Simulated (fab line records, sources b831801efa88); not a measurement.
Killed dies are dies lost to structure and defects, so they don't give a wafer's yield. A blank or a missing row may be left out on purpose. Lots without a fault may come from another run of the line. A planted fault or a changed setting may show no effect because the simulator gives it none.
A struck lot beside a sound one | flow sky130 | 38 steps out of a route of 708
Sound: wafers L990.1, L990.2, L990.3. Struck: wafers L999.2, L999.3, L999.4. The cause comes at the end.
At each step with rows: each side's tool, then ch and its chambers, then its first start. Under that, the readings that differ: sound wafers | struck wafers | difference of the means | sigmas: that difference in standard deviations of wafers without a fault.
alike: readings whose means differ by less than 2 such deviations, and words and numbers that are the same on both sides. not compared: withheld readings, readings that some wafer has no value for, bounds like >300 that may hide the same value, and numbers for which the record gives no deviation and whose values overlap.
The two part at a step that has a row with sigmas, a row that says differs or no value, or rows on one side only. Numbers that don't overlap but have no deviation are shown without sigmas and don't part them. A reading that every wafer of one side lacks parts them only if that side has two wafers or more.

first, 11 steps without rows for these wafers: SKY_CAP2M_DEHYDRATE_05 (time 60 s); SKY_CAP2M_HMDS_06 (prime time 60 s); SKY_CAP2M_COAT_07 (resist thk 1140 nm); SKY_CAP2M_SOFTBAKE_08 (time 60 s); SKY_CAP2M_EXPOSE_09 (exposes mask CAP2M, target cd 1000 nm); SKY_CAP2M_PEB_10; SKY_CAP2M_DEVELOP_11 (develop time 60 s); SKY_CAP2M_METAL_ETCH_13 (etches TiN in Cl2/BCl3, stops on SiO2, target depth 220 nm, time 62.9 s); SKY_CAP2M_STRIP_14 (strips in O2/N2); SKY_CAP2M_STRIP_15 (strips in post etch residue remover, time 1200 s); SKY_CAP2M_CLEAN_16 (cleans in IPA, time 180 s).
SKY_CAP2M_CLEAN_17: cleans in O3/DIW.
  sound on wet_bench-01 ch 2, day 42 22:35; struck on wet_bench-01 ch 2, day 45 14:41
then, 25 steps without rows for these wafers: SKY_METAL4_DEHYDRATE_05 (time 60 s); SKY_METAL4_HMDS_06 (prime time 60 s); SKY_METAL4_COAT_07 (resist thk 60 nm); SKY_METAL4_COAT_08 (resist thk 1140 nm); SKY_METAL4_SOFTBAKE_09 (time 90 s); SKY_METAL4_EXPOSE_10 (exposes mask MM4, target cd 300 nm); SKY_METAL4_PEB_11; SKY_METAL4_DEVELOP_12 (develop time 60 s); SKY_METAL4_DESCUM_15 (chemistry O2, time 8 s); SKY_METAL4_ETCH_16 (etches BARC in N2/H2, stops on SiO2, time 88.2 s, target depth 60 nm); SKY_METAL4_ETCH_17 (etches SiO2 in C4F8/O2/Ar, stops on TiN, time 3.9 s, target depth 15 nm); SKY_METAL4_METAL_ETCH_18 (etches the open film in Cl2/BCl3, stops on SiO2, target depth 845 nm, time 183.1 s); SKY_METAL4_STRIP_19 (strips in O2/N2); SKY_METAL4_STRIP_20 (strips in post etch residue remover, time 1200 s); SKY_METAL4_CLEAN_21 (cleans in IPA, time 180 s); SKY_METAL4_CLEAN_22 (cleans in O3/DIW); SKY_VIA4_HDPCVD_00 (deposits SiO2, target thk 1750 nm, time 291.7 s); SKY_VIA4_CMP_02 (polishes SiO2); SKY_VIA4_DEHYDRATE_04 (time 60 s); SKY_VIA4_HMDS_05 (prime time 60 s); SKY_VIA4_COAT_06 (resist thk 1140 nm); SKY_VIA4_SOFTBAKE_07 (time 60 s); SKY_VIA4_EXPOSE_08 (exposes mask VIM4, target cd 800 nm); SKY_VIA4_PEB_09; SKY_VIA4_DEVELOP_10 (develop time 60 s).
-- the record jumps here: 4 days lie between the struck wafers' starts before and after (it left off in module VIA4 and takes up again in module PAD_OPEN, whose first step shown is number 708 of the route) --
SKY_PAD_OPEN_PROBE_99:
  sound on prober-01, day 47 16:34; struck on prober-02, day 49 22:54
  reading                               | sound              | struck                                                                     | difference                   | sigmas
  hold                                  | - - -              | await_dispo/2.5h/release await_dispo/2.5h/release await_dispo/2.5h/release | no value on the sound wafers |
  defect_limited_yield (%)              | 80.5 81.3 81.5     | 75.8 75.0 75.8                                                             | -5.6                         | -3
  killed_at_other                       | 0 0 0              | 51 46 45                                                                   | +47                          | +78
  killed_dies                           | 96 92 91           | 119 123 119                                                                | +27                          | +3
  sort_bin_3_pad_short (%)              | 1.4 0.4 1.4        | 2.6 2.8 2.6                                                                | +1.6                         | +4
  sort_bin_5_function (%)               | 12.0 10.6 11.2     | 15.9 14.2 16.3                                                             | +4.2                         | +3
  sort_n_pass                           | 396 400 401        | 373 369 373                                                                | -27                          | -3
  sort_yield_pct (%)                    | 80.5 81.3 81.5     | 75.8 75.0 75.8                                                             | -5.6                         | -3
  model.etest.tester.sort_n_pass        | 396 400 401        | 373 369 373                                                                | -27                          |
  model.etest.tester.sort_yield_pct (%) | 80.49 81.3 81.5    | 75.81 75 75.81                                                             | -5.56                        |
  model.etest.tester.sort_bin_5_pct (%) | 11.99 10.57 11.18  | 15.85 14.23 16.26                                                          | +4.20                        |
  model.etest.tester.sort_bin_3_pct (%) | 1.423 0.4065 1.423 | 2.642 2.846 2.642                                                          | +1.626                       |
  alike: killed_at_M0_to_M3, killed_at_M4_up, killed_at_contacts, killed_at_front_end, killed_open, killed_short, sort_bin_6_memory

WHERE THEY PART
Only at SKY_PAD_OPEN_PROBE_99, within this record.

WHY: what the simulator had put in
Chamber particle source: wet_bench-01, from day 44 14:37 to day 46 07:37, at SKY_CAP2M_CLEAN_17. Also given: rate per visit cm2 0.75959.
